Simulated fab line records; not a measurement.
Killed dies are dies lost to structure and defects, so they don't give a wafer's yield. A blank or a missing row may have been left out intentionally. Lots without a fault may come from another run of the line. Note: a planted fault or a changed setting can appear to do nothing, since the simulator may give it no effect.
Which tool did it? :: flow gf180mcu :: 6 lots, 18 wafers sampled, at 2 steps of a route of 602

== WHAT THE GAUGES SHOWED, per wafer ==
GF_V3_THK_MEAS_03.
lot: L452
measured: day 21 16:05
on: film metro-02
V3_CVD_02_THK (nm): 843 843 852

lot: L460
measured: day 24 19:28
on: film metro-04
V3_CVD_02_THK (nm): 842 856 838

lot: L462
measured: day 25 10:25
on: film metro-02
V3_CVD_02_THK (nm): 838 851 855

lot: L464
measured: day 26 00:24
on: film metro-04
V3_CVD_02_THK (nm): 911 914 935

lot: L465
measured: day 26 15:53
on: film metro-04
V3_CVD_02_THK (nm): 907 915 929

lot: L473
measured: day 28 20:28
on: film metro-02
V3_CVD_02_THK (nm): 844 841 847

== WHICH TOOL RAN EACH LOT (tool, then ch and the chambers of the sampled wafers, then the start) ==
lot: L452
GF_V3_CVD_02: pecvd-04 ch 0,2, day 21 15:59

lot: L460
GF_V3_CVD_02: pecvd-03 ch 0,1, day 24 19:25

lot: L462
GF_V3_CVD_02: pecvd-03 ch 0,2, day 25 10:21

lot: L464
GF_V3_CVD_02: pecvd-03 ch 0,1,2, day 26 00:20

lot: L465
GF_V3_CVD_02: pecvd-03 ch 0,2, day 26 15:49

lot: L473
GF_V3_CVD_02: pecvd-02 ch 0,1,2, day 28 20:24
- GF_V3_CVD_02: deposits SiO2 from TEOS, target thk 850 nm, time 94.851 s.

== THE ANSWER, worked out from the rows above alone ==
Rule: what is usual is taken from the lots themselves. The widest of any qualifying gaps counts: lots, ordered by their means at a reading, are off when they make up no more than a third of the lots, leave a main group of 4 or more, and stand apart from it by 3 or more times the standard deviation of that group's means. If all means in a main group match to the digits the tables above print for the reading, that group is not used. Also off: a lot with no number at a reading for which 4 or more lots have one. Any other lot the step has rows for is counted as sound.
Off: L464, L465, seen at GF_V3_THK_MEAS_03 (V3_CVD_02_THK). For the main group the mean is 846 nm and the standard deviation 1.4.
If a tool, at a process step before that reading, ran all the lots that are off and no sound lot after the first of them, it fits. Gauges at GF_V3_THK_MEAS_03: tried the same way as those tools. 2 tools fit, pecvd-03 at GF_V3_CVD_02 and film metro-04 at GF_V3_THK_MEAS_03, so this cannot tell which one it is.

== WHAT WAS PUT IN BY THE SIMULATOR ==
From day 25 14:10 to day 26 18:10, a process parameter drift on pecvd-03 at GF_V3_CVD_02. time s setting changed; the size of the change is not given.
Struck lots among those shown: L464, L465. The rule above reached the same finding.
